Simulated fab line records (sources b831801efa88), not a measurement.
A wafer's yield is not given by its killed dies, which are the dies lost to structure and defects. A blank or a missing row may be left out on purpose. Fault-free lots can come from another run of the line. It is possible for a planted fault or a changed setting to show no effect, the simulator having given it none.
fab line records ; flow sky130
[record] lots = 12; wafers = 36; last_day = 50
route steps=708 shown VT_ADJUST_HVTP@94 POLY_CUT@319 RES_XHIGH@341 LI_CONTACT@363 PAD_OPEN@708
lots that met no fault: from a run of the same line without faults
start_h: start of the lot's first displayed wafer, in hours after the record's first day ; wait_h: hours since the lot's step before ; " same as the row above ; L1.1+2: a row that stands for several wafers ; - value missing, or start not given ; * or withheld: withheld ; < > ~ a bound
route shown NAME@n: NAME is a module with steps in the file, n the number in the route of the first one ; usual: mean and standard deviation over wafers with no fault ; same: alike in all rows ; chamber/n: place in a boat ; sites: each site's reading ; _std_site: how widely they spread, as a standard deviation ; _edge_site: mean of outer sites minus mean of inner sites ; radius_mm: for every site, how far away it sits from the centre of the wafer ; mask NAME#n: copy n ; behind: the last tool/chamber to shape the wafer ; hold: why the lot was held/for how many hours/how that ended ; device: transistor that didn't switch, given as n, p or np ; end of line: tests of these same wafers at the route's end ; where a step has no rows: the recipe by itself ; killed: dies that structure and defects cost at the first sort, which is not the same as the wafer's yield ; map: a wafer's dies, marking killed ones x, the rest . and places with no die _
set.NAME: the setting the step ran with; set.NAME@STEP: the setting that earlier step ran with ; model.NAME: the simulator's own value behind a step, which no gauge read
steps of the route over a sample of lots; a table a step, a row a wafer
services: the hour from which a tool's chamber was out of use, counted from the record's first day as start_h (under 0 if before that day), plus the number of hours and why
[[steps]]
[step SKY_VT_ADJUST_HVTP_IMPLANT_09]
[recipe] species = As; energy_kev = 150; dose_cm2 = 4.3e+12; tilt_deg = withheld
[usual] beam_energy_keV = 150.01/0.052; dose_ions_cm2 = 4.3e+12/5.1e+09; faraday_current_uA = 24.3/0.48
lot.wafer;tool;chamber;start_h;wait_h;beam_energy_keV;dose_ions_cm2;faraday_current_uA
L498.1;implanter-02;0;127.10;0.0;150.06;4.306e+12;24.8
L498.4;implanter-02;0;127.10;0.0;150.02;4.298e+12;24.5
L498.6;implanter-02;0;127.10;0.0;150.04;4.303e+12;24.3
L497.1;implanter-04;0;127.40;0.0;150.02;4.291e+12;23.9
L497.3;implanter-04;0;127.40;0.0;150.06;4.308e+12;24.1
L497.4;implanter-04;0;127.40;0.0;150.00;4.306e+12;23.3
L501.2;implanter-01;0;141.63;0.0;150.01;4.295e+12;24.4
L501.3;implanter-01;0;141.63;0.0;150.01;4.297e+12;24.2
L501.4;implanter-01;0;141.63;0.0;150.02;4.288e+12;24.0
L502.2;implanter-01;0;147.88;0.0;150.01;4.302e+12;24.7
L502.3;implanter-01;0;147.88;0.0;149.97;4.305e+12;23.5
L502.5;implanter-01;0;147.88;0.0;150.01;4.306e+12;24.2
L504.1;implanter-02;0;167.82;0.0;150.00;4.298e+12;24.2
L504.3;implanter-02;0;167.82;0.0;150.10;4.303e+12;24.6
L504.6;implanter-02;0;167.82;0.0;150.07;4.289e+12;24.6
L505.1;implanter-01;0;174.25;0.0;149.92;4.294e+12;23.7
L505.4;implanter-01;0;174.25;0.0;149.92;4.301e+12;24.6
L505.5;implanter-01;0;174.25;0.0;149.97;4.293e+12;24.1
L507.1;implanter-04;0;184.15;0.0;150.03;4.305e+12;24.6
L507.4;implanter-04;0;184.15;0.0;149.96;4.303e+12;23.6
L507.5;implanter-04;0;184.15;0.0;150.00;4.306e+12;24.9
L508.1;implanter-04;0;193.32;0.0;150.12;4.309e+12;24.9
L508.4;implanter-04;0;193.32;0.0;150.16;4.298e+12;24.2
L508.6;implanter-04;0;193.32;0.0;150.08;4.306e+12;24.1
L509.1;implanter-02;0;200.10;0.0;150.04;4.292e+12;25.4
L509.4;implanter-02;0;200.10;0.0;149.99;4.295e+12;23.8
L509.5;implanter-02;0;200.10;0.0;149.96;4.292e+12;24.4
L510.2;implanter-01;0;209.29;0.0;150.03;4.305e+12;23.5
L510.4;implanter-01;0;209.29;0.0;149.97;4.308e+12;24.9
L510.6;implanter-01;0;209.29;0.0;149.96;4.304e+12;24.4
L517.1;implanter-01;0;251.17;0.0;149.95;1.535e+12;8.8
L517.3;implanter-01;0;251.17;0.0;149.87;1.53e+12;8.8
L517.4;implanter-01;0;251.17;0.0;150.01;1.528e+12;8.4
L518.2;implanter-01;0;252.73;0.0;150.03;1.528e+12;8.6
L518.4;implanter-01;0;252.73;0.0;150.05;1.525e+12;8.6
L518.5;implanter-01;0;252.73;0.0;149.96;1.523e+12;8.4
[step SKY_VT_ADJUST_HVTP_TW_MEAS_11]
[usual] VT_ADJUST_HVTP_TW = 1358/6.5
lot.wafer;tool;chamber;start_h;wait_h;VT_ADJUST_HVTP_TW
L498.1;film_metro-01;-;127.35;0.1;1358
L498.4;film_metro-01;-;127.35;0.1;1352
L498.6;film_metro-01;-;127.35;0.1;1345
L497.1;film_metro-02;-;127.66;0.1;1358
L497.3;film_metro-02;-;127.66;0.1;1355
L497.4;film_metro-02;-;127.66;0.1;1363
L501.2;film_metro-01;-;141.86;0.1;1362
L501.3;film_metro-01;-;141.86;0.1;1352
L501.4;film_metro-01;-;141.86;0.1;1349
L502.2;film_metro-01;-;148.11;0.1;1360
L502.3;film_metro-01;-;148.11;0.1;1361
L502.5;film_metro-01;-;148.11;0.1;1364
L504.1;film_metro-01;-;168.07;0.1;1371
L504.3;film_metro-01;-;168.07;0.1;1366
L504.6;film_metro-01;-;168.07;0.1;1369
L505.1;film_metro-01;-;174.50;0.1;1363
L505.4;film_metro-01;-;174.50;0.1;1375
L505.5;film_metro-01;-;174.50;0.1;1367
L507.1;film_metro-04;-;184.40;0.1;1348
L507.4;film_metro-04;-;184.40;0.1;1356
L507.5;film_metro-04;-;184.40;0.1;1350
L508.1;film_metro-02;-;193.57;0.1;1365
L508.4;film_metro-02;-;193.57;0.1;1357
L508.6;film_metro-02;-;193.57;0.1;1364
L509.1;film_metro-04;-;200.35;0.1;1358
L509.4;film_metro-04;-;200.35;0.1;1358
L509.5;film_metro-04;-;200.35;0.1;1347
L510.2;film_metro-04;-;209.53;0.1;1356
L510.4;film_metro-04;-;209.53;0.1;1358
L510.6;film_metro-04;-;209.53;0.1;1351
L517.1;film_metro-02;-;251.42;0.1;986
L517.3;film_metro-02;-;251.42;0.1;980
L517.4;film_metro-02;-;251.42;0.1;984
L518.2;film_metro-04;-;252.96;0.1;973
L518.4;film_metro-04;-;252.96;0.1;977
L518.5;film_metro-04;-;252.96;0.1;969
[step SKY_POLY_CUT_STRIP_12]
[recipe] chemistry = O2/N2; power_w = 1400; pressure_mtorr = 1500; platen_temp_c = withheld; o2_flow_sccm = 3000; n2_flow_sccm = 300; overash_fraction = 0.5
[usual] drypump_motor_current_A = 5.9/0.34; oes_product_au = 0.452/0.0046; strip_time_to_endpoint_s = 5.356/0.017
[same] overash_fraction = 0.5
lot.wafer;tool;chamber;start_h;wait_h;drypump_motor_current_A;oes_product_au;rf_hours_counter_h;strip_time_to_endpoint_s
L497.1;plasma_asher-04;1;554.58;0.0;6.3;0.450;71;5.346
L497.3;plasma_asher-04;0;554.58;0.0;5.4;0.454;-;5.370
L497.4;plasma_asher-04;1;554.58;0.0;6.3;0.445;-;5.377
L498.1;plasma_asher-02;1;559.33;0.0;5.6;0.449;13;5.350
L498.4;plasma_asher-02;0;559.33;0.0;6.0;0.446;-;5.383
L498.6;plasma_asher-02;0;559.33;0.0;6.1;0.458;-;5.373
L501.2;plasma_asher-04;0;584.58;0.0;5.4;0.450;74;5.359
L501.3;plasma_asher-04;1;584.58;0.0;6.4;0.457;-;5.342
L501.4;plasma_asher-04;0;584.58;0.0;5.4;0.456;-;5.363
L502.2;plasma_asher-02;1;602.70;0.0;5.6;0.451;18;5.360
L502.3;plasma_asher-02;0;602.70;0.0;6.1;0.447;-;5.383
L502.5;plasma_asher-02;0;602.70;0.0;6.1;0.456;-;5.342
L504.1;plasma_asher-03;1;621.59;0.0;6.1;0.461;86;5.373
L504.3;plasma_asher-03;0;621.59;0.0;5.6;0.458;-;5.369
L504.6;plasma_asher-03;1;621.59;0.0;6.1;0.456;-;5.376
L505.1;plasma_asher-03;0;631.39;0.0;5.5;0.455;87;5.371
L505.4;plasma_asher-03;1;631.39;0.0;6.2;0.448;-;5.376
L505.5;plasma_asher-03;1;631.39;0.0;6.1;0.447;-;5.337
L507.1;plasma_asher-04;1;644.43;0.0;6.3;0.453;80;5.336
L507.4;plasma_asher-04;0;644.43;0.0;5.4;0.461;-;5.362
L507.5;plasma_asher-04;1;644.43;0.0;6.3;0.448;-;5.346
L508.1;plasma_asher-02;0;652.89;0.0;6.1;0.445;23;5.320
L508.4;plasma_asher-02;1;652.89;0.0;5.6;0.443;-;5.349
L508.6;plasma_asher-02;1;652.89;0.0;5.6;0.455;-;5.311
L509.1;plasma_asher-04;0;660.65;0.0;5.4;0.453;82;5.325
L509.4;plasma_asher-04;0;660.65;0.0;5.4;0.453;-;5.326
L509.5;plasma_asher-04;0;660.65;0.0;5.4;0.453;-;5.339
L510.2;plasma_asher-04;0;675.08;0.0;5.4;0.455;83;5.354
L510.4;plasma_asher-04;1;675.08;0.0;6.3;0.460;-;5.352
L510.6;plasma_asher-04;0;675.08;0.0;5.4;0.447;-;5.366
L518.2;plasma_asher-03;1;727.68;0.0;6.1;0.456;96;5.363
L518.4;plasma_asher-03;1;727.68;0.0;6.1;0.452;-;5.338
L518.5;plasma_asher-03;1;727.68;0.0;6.1;0.454;-;5.359
L517.1;plasma_asher-02;1;730.38;0.0;5.7;0.457;30;5.361
L517.3;plasma_asher-02;1;730.38;0.0;5.6;0.454;-;5.335
L517.4;plasma_asher-02;0;730.38;0.0;6.1;0.453;-;5.342
[step SKY_RES_XHIGH_TW_MEAS_09]
[usual] RES_XHIGH_TW = 1646/11
lot.wafer;tool;chamber;start_h;wait_h;RES_XHIGH_TW
L497.1;film_metro-01;-;614.49;0.1;1648
L497.3;film_metro-01;-;614.49;0.1;1643
L497.4;film_metro-01;-;614.49;0.1;1644
L498.1;film_metro-02;-;617.90;0.1;1647
L498.4;film_metro-02;-;617.90;0.1;1648
L498.6;film_metro-02;-;617.90;0.1;1645
L501.2;film_metro-02;-;643.56;0.1;1674
L501.3;film_metro-02;-;643.56;0.1;1661
L501.4;film_metro-02;-;643.56;0.1;1659
L502.2;film_metro-04;-;661.00;0.1;1643
L502.3;film_metro-04;-;661.00;0.1;1640
L502.5;film_metro-04;-;661.00;0.1;1639
L504.1;film_metro-04;-;678.80;0.1;1637
L504.3;film_metro-04;-;678.80;0.1;1647
L504.6;film_metro-04;-;678.80;0.1;1627
L505.1;film_metro-01;-;688.10;0.1;1651
L505.4;film_metro-01;-;688.10;0.1;1641
L505.5;film_metro-01;-;688.10;0.1;1648
L507.1;film_metro-01;-;700.55;0.1;1647
L507.4;film_metro-01;-;700.55;0.1;1643
L507.5;film_metro-01;-;700.55;0.1;1645
L508.1;film_metro-04;-;709.75;0.1;1640
L508.4;film_metro-04;-;709.75;0.1;1644
L508.6;film_metro-04;-;709.75;0.1;1634
L509.1;film_metro-01;-;715.75;0.1;1651
L509.4;film_metro-01;-;715.75;0.1;1650
L509.5;film_metro-01;-;715.75;0.1;1647
L510.2;film_metro-04;-;730.96;0.1;1636
L510.4;film_metro-04;-;730.96;0.1;1633
L510.6;film_metro-04;-;730.96;0.1;1630
L518.2;film_metro-01;-;781.21;0.1;1648
L518.4;film_metro-01;-;781.21;0.1;1659
L518.5;film_metro-01;-;781.21;0.1;1647
L517.1;film_metro-02;-;785.30;0.1;1652
L517.3;film_metro-02;-;785.30;0.1;1664
L517.4;film_metro-02;-;785.30;0.1;1656
[step SKY_LI_CONTACT_THK_MEAS_01]
[recipe] reads = PSG_of_LI_CONTACT_HDPCVD_00
[usual] LI_CONTACT_HDPCVD_THK = 968/11
lot.wafer;tool;chamber;start_h;wait_h;LI_CONTACT_HDPCVD_THK[nm]
L497.1;film_metro-02;-;644.91;0.1;969
L497.3;film_metro-02;-;644.91;0.1;975
L497.4;film_metro-02;-;644.91;0.1;970
L498.1;film_metro-04;-;648.71;0.1;960
L498.4;film_metro-04;-;648.71;0.1;956
L498.6;film_metro-04;-;648.71;0.1;966
L501.2;film_metro-02;-;672.93;0.1;985
L501.3;film_metro-02;-;672.93;0.1;979
L501.4;film_metro-02;-;672.93;0.1;969
L502.2;film_metro-02;-;690.09;0.1;972
L502.3;film_metro-02;-;690.09;0.1;973
L502.5;film_metro-02;-;690.09;0.1;986
L504.1;film_metro-04;-;708.27;0.1;959
L504.3;film_metro-04;-;708.27;0.1;986
L504.6;film_metro-04;-;708.27;0.1;967
L505.1;film_metro-04;-;716.75;0.1;965
L505.4;film_metro-04;-;716.75;0.1;978
L505.5;film_metro-04;-;716.75;0.1;956
L507.1;film_metro-04;-;728.76;0.1;972
L507.4;film_metro-04;-;728.76;0.1;961
L507.5;film_metro-04;-;728.76;0.1;977
L508.1;film_metro-02;-;738.18;0.1;971
L508.4;film_metro-02;-;738.18;0.1;960
L508.6;film_metro-02;-;738.18;0.1;970
L509.1;film_metro-01;-;744.21;0.1;960
L509.4;film_metro-01;-;744.21;0.1;968
L509.5;film_metro-01;-;744.21;0.1;956
L510.2;film_metro-04;-;758.93;0.1;964
L510.4;film_metro-04;-;758.93;0.1;947
L510.6;film_metro-04;-;758.93;0.1;958
L518.2;film_metro-04;-;809.48;0.1;984
L518.4;film_metro-04;-;809.48;0.1;966
L518.5;film_metro-04;-;809.48;0.1;986
L517.1;film_metro-04;-;814.47;0.1;984
L517.3;film_metro-04;-;814.47;0.1;980
L517.4;film_metro-04;-;814.47;0.1;979
[step SKY_PAD_OPEN_PROBE_99]
[usual] killed_at_M0_to_M3 = 44/7.2; killed_at_M4_up = 3.1/1.8; killed_at_contacts = 25/5.2; killed_at_front_end = 15/3.9; killed_at_other = 0.2/0.5; killed_dies = 86/9.5; killed_open = 47/7.3; killed_short = 40/6
[same] gross_dies = 492; killed_at_back_side = 0
lot.wafer;tool;chamber;start_h;wait_h;killed_at_M0_to_M3;killed_at_M4_up;killed_at_contacts;killed_at_front_end;killed_at_other;killed_dies;killed_open;killed_short
L507.1;prober-01;-;1134.82;0.1;43;2;23;16;1;85;50;35
L507.4;prober-01;-;1134.97;0.2;41;4;34;3;0;82;40;42
L507.5;prober-01;-;1135.02;0.2;43;4;17;11;0;75;37;38
// killed by level:class
L507.1 VIA1:geometric_particle:open=8 LI_CONTACT:geometric_particle:open=7 CONTACT:geometric_particle:open=7 VIA3:geometric_particle:open=6 VIA2:geometric_particle:open=6 FIELD_ISO:geometric_particle:open=5 METAL2:geometric_particle:short=5 FIELD_ISO:geometric_particle:short=4
L507.4 LI_CONTACT:geometric_particle:open=13 VIA3:geometric_particle:short=7 VIA1:geometric_particle:open=7 VIA2:geometric_particle:short=6 VIA2:geometric_particle:open=6 LOCAL_INTERCONNECT:geometric_particle:short=6 CONTACT:geometric_particle:short=6 CONTACT:geometric_particle:open=6
L507.5 VIA1:geometric_particle:open=14 VIA2:geometric_particle:open=7 METAL2:geometric_particle:short=7 CONTACT:geometric_particle:short=6 METAL1:geometric_particle:short=6 LI_CONTACT:geometric_particle:short=4 CONTACT:geometric_particle:open=3 VIA3:geometric_particle:open=3
[[services]]
tool;chamber;start_h;hours;kind
implanter-01;-;128.02;3.6;repair
plasma_asher-03;-;167.04;19.2;repair
implanter-04;-;168.66;1.5;repair
implanter-02;-;189.89;3.6;repair
implanter-04;-;218.75;2.1;repair
implanter-02;-;229.61;4.1;repair
plasma_asher-02;-;273.61;2.2;repair
implanter-01;-;293.58;3.6;pm
plasma_asher-04;-;317.96;2.8;pm
implanter-01;-;330.44;13.6;repair
implanter-01;-;362.46;4.9;repair
plasma_asher-04;-;365.03;6.2;repair
implanter-01;-;380.61;0.7;repair
plasma_asher-04;-;393.98;7.9;repair
plasma_asher-02;-;421.25;9.0;pm
implanter-01;-;437.80;5.6;repair
plasma_asher-04;-;462.74;1.0;repair
plasma_asher-02;-;477.81;4.1;repair
implanter-01;-;482.24;1.6;repair
implanter-01;-;484.88;1.8;repair
implanter-01;-;512.35;1.0;repair
implanter-01;-;584.58;4.0;pm
plasma_asher-02;-;597.75;2.9;repair
plasma_asher-02;-;691.95;2.8;pm
[[key]]
[first_sign] step = SKY_VT_ADJUST_HVTP_IMPLANT_09; reading = dose_ions_cm2; direction = down; sigmas = 99+; usual = *; struck = *
[effect] step = SKY_VT_ADJUST_HVTP_IMPLANT_09; reading = faraday_current_uA; direction = down; sigmas = 33; usual = 24.3; struck = 8.6
[effect] step = SKY_VT_ADJUST_HVTP_TW_MEAS_11; reading = VT_ADJUST_HVTP_TW; direction = down; sigmas = 59; usual = 1358; struck = 978
met_at SKY_VT_ADJUST_HVTP_IMPLANT_09
struck_lots L517,L518
tester_left_out L517,L518
not_acting_at SKY_POLY_CUT_STRIP_12,SKY_RES_XHIGH_TW_MEAS_09,SKY_LI_CONTACT_THK_MEAS_01
onset_between 209.29 251.17
[fault] kind = process_parameter_drift; tool = implanter-01; chamber = -; onset_h = 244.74; steps = SKY_VT_ADJUST_HVTP_IMPLANT_09; channel = dose_cm2; offset = *; shape = step; end_h = 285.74; acts_in = *; stated = *
// tester_left_out: of these lots the tester's yield and bins aren't shown, on N5 and GAA mostly nor the transistor test; their killed dies are dies lost to structure and defects alone, not to doping, threshold or leakage, so they don't give the yield
